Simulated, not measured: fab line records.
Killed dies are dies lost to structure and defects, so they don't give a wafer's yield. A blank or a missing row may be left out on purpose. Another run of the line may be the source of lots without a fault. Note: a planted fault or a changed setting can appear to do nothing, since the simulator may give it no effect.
Matching of chambers / flow sky130 / cmp-02 running SKY_CONTACT_CMP_27: 4 sister chambers
The step polishes, stops on SiO2, t overpolish 15 s, target thk 0 nm. 8 wafers are shown with their chamber, then 11 later ones without.

WAFERS, EACH WITH ITS CHAMBER
wafer=L081.5; chamber=1; motor_current_A (A)=10.5; time_to_endpoint_s (s)=88
wafer=L083.4; chamber=3; motor_current_A (A)=11.1; time_to_endpoint_s (s)=73
wafer=L084.2; chamber=1; motor_current_A (A)=10.6; time_to_endpoint_s (s)=85
wafer=L084.5; chamber=0; motor_current_A (A)=9.8; time_to_endpoint_s (s)=75
wafer=L087.1; chamber=3; motor_current_A (A)=11.8; time_to_endpoint_s (s)=76
wafer=L087.4; chamber=2; motor_current_A (A)=11.1; time_to_endpoint_s (s)=73
wafer=L087.6; chamber=0; motor_current_A (A)=9.8; time_to_endpoint_s (s)=75
wafer=L089.3; chamber=2; motor_current_A (A)=11.9; time_to_endpoint_s (s)=76

WAFERS WHOSE CHAMBER IS MISSING
wafer=L089.4; motor_current_A (A)=11.8; time_to_endpoint_s (s)=72
wafer=L089.6; motor_current_A (A)=12.0; time_to_endpoint_s (s)=72
wafer=L090.3; motor_current_A (A)=11.2; time_to_endpoint_s (s)=77
wafer=L090.4; motor_current_A (A)=10.7; time_to_endpoint_s (s)=85
wafer=L090.5; motor_current_A (A)=9.6; time_to_endpoint_s (s)=77
wafer=L092.3; motor_current_A (A)=11.1; time_to_endpoint_s (s)=73
wafer=L092.5; motor_current_A (A)=11.3; time_to_endpoint_s (s)=83
wafer=L092.6; motor_current_A (A)=11.0; time_to_endpoint_s (s)=83
wafer=L093.1; motor_current_A (A)=10.9; time_to_endpoint_s (s)=73
wafer=L093.2; motor_current_A (A)=9.9; time_to_endpoint_s (s)=73
wafer=L093.4; motor_current_A (A)=11.0; time_to_endpoint_s (s)=83

EACH ONE'S CHAMBER
wafer=L089.4; from the rows above=can't be placed: 2 or 3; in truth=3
wafer=L089.6; from the rows above=can't be placed: 2 or 3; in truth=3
wafer=L090.3; from the rows above=can't be placed: 3 or 2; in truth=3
wafer=L090.4; from the rows above=1; in truth=1
wafer=L090.5; from the rows above=0; in truth=0
wafer=L092.3; from the rows above=can't be placed: 3 or 2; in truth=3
wafer=L092.5; from the rows above=can't be placed: 1 or 3 or 2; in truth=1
wafer=L092.6; from the rows above=1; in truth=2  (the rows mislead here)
wafer=L093.1; from the rows above=can't be placed: 3 or 2 or 0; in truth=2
wafer=L093.2; from the rows above=0; in truth=0
wafer=L093.4; from the rows above=1; in truth=1
4 of 11 placed correctly. Cannot be placed on the basis of these rows: 6; the candidates contain the true chamber in 6. Placed wrongly: 1.
How it was worked out, from the rows above alone: a wafer's distance from a chamber is the root of the sum, over the readings, of the square of ((its reading less the chamber's mean) divided by the reading's scatter). The wafer belongs to the nearest chamber; if the next one is less than 2 further off, it can't be placed. For every chamber, the mean is computed from those of its wafers that are shown. How the scatter is found: for the shown wafers, subtract from each reading the mean of its chamber, square and add these, divide the total by (wafers less chambers), then take the root.
